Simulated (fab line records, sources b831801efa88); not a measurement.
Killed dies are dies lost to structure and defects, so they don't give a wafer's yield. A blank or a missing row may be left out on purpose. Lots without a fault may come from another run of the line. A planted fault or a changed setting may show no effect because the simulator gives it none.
Split-lot experiment | flow sky130 | 5 lots, 23 wafers read, on a route of 708 steps

THE SPLIT
At SKY_PWDE_IMPLANT_08, the setting energy_kev was moved away from the recipe's 150 on 4 of the 23 wafers read, by -4.6% to +5.4%. The other wafers ran this setting at the recipe's value.

The reading is taken at the split's own step.

THE READING
implant.drp_nm (the simulator's own value, which no gauge read), in nm, at SKY_PWDE_IMPLANT_08. The file gives no usual value for it.

wafer  | tool, chamber at the split | energy_kev as run | against the recipe | implant.drp_nm, nm | against lot-mates on the recipe
L074.1 | implanter-04, 0            | 150               | recipe             | 97.97              | -
L074.2 | implanter-04, 0            | 150               | recipe             | 97.97              | -
L074.3 | implanter-04, 0            | 150               | recipe             | 97.97              | -
L074.4 | implanter-04, 0            | 150               | recipe             | 97.97              | -
L074.5 | implanter-04, 0            | 150               | recipe             | 97.97              | -
L076.1 | implanter-03, 0            | 143.1             | -4.6%              | 96.26              | -1.71
L076.3 | implanter-03, 0            | 143.1             | -4.6%              | 96.26              | -1.71
L076.2 | implanter-03, 0            | 150               | recipe             | 97.97              | -
L076.5 | implanter-03, 0            | 150               | recipe             | 97.97              | -
L076.6 | implanter-03, 0            | 150               | recipe             | 97.97              | -
L081.1 | implanter-04, 0            | 150               | recipe             | 97.97              | -
L081.5 | implanter-04, 0            | 150               | recipe             | 97.97              | -
L081.6 | implanter-04, 0            | 150               | recipe             | 97.97              | -
L081.2 | implanter-04, 0            | 158.1             | +5.4%              | 100.1              | +2.13
L081.3 | implanter-04, 0            | 158.1             | +5.4%              | 100.1              | +2.13
L083.2 | implanter-04, 0            | 150               | recipe             | 97.97              | -
L083.3 | implanter-04, 0            | 150               | recipe             | 97.97              | -
L083.4 | implanter-04, 0            | 150               | recipe             | 97.97              | -
L083.5 | implanter-04, 0            | 150               | recipe             | 97.97              | -
L083.6 | implanter-04, 0            | 150               | recipe             | 97.97              | -
L084.1 | implanter-03, 0            | 150               | recipe             | 97.97              | -
L084.2 | implanter-03, 0            | 150               | recipe             | 97.97              | -
L084.5 | implanter-03, 0            | 150               | recipe             | 97.97              | -

THE FIT
A straight line over all 23 wafers: implant.drp_nm changes by +0.385 nm for each +1% of energy_kev; r = +1.00; the points scatter about the line by 0.022 nm.
The same after taking each lot's own level away (the mean of its wafers on the recipe; 23 wafers): +0.385 nm for each +1%; r = +1.00; scatter 0.022 nm.
On that fit, the largest move of energy_kev shifts the reading by 2.1 nm.
The lots' own levels span 97.970 to 97.970 nm.
So the lot-to-lot level changes the slope little: the two slopes agree.
Check: with one of the wafers moved furthest among these (+5.4%) left out of the fit, the line predicts +2.07 nm for it against its lot-mates. It came out at +2.13 nm against them.

OTHER SPLITS ON THESE WAFERS
These wafers also went through other splits before the reading. Each is held against what the fit with the lots' levels taken away leaves over:
other split on the same wafers    | wafers away from the commonest value | r with implant.drp_nm (lot level and that fit taken away)
SKY_FIELD_ISO_OXIDATION_01 temp_c | 18                                   | +0.43
SKY_FIELD_ISO_STRIP_16 power_w    | 5                                    | -0.31

THE WHOLE CHAIN: every reading that the file lists as answering this split, in the file's order
step                | what it does | reading                                                         | change (the file's fit)              | r (the file's)
SKY_PWDE_IMPLANT_08 |              | implant.rp_nm (the simulator's own value, which no gauge read)  | +3.48 nm for each +1% of the setting | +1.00
SKY_PWDE_IMPLANT_08 |              | implant.drp_nm (the simulator's own value, which no gauge read) | +0.39 nm for each +1% of the setting | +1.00

THE FILE'S OWN FIT
implant.drp_nm changes by +0.39 nm for each +1% of energy_kev, r = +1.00.
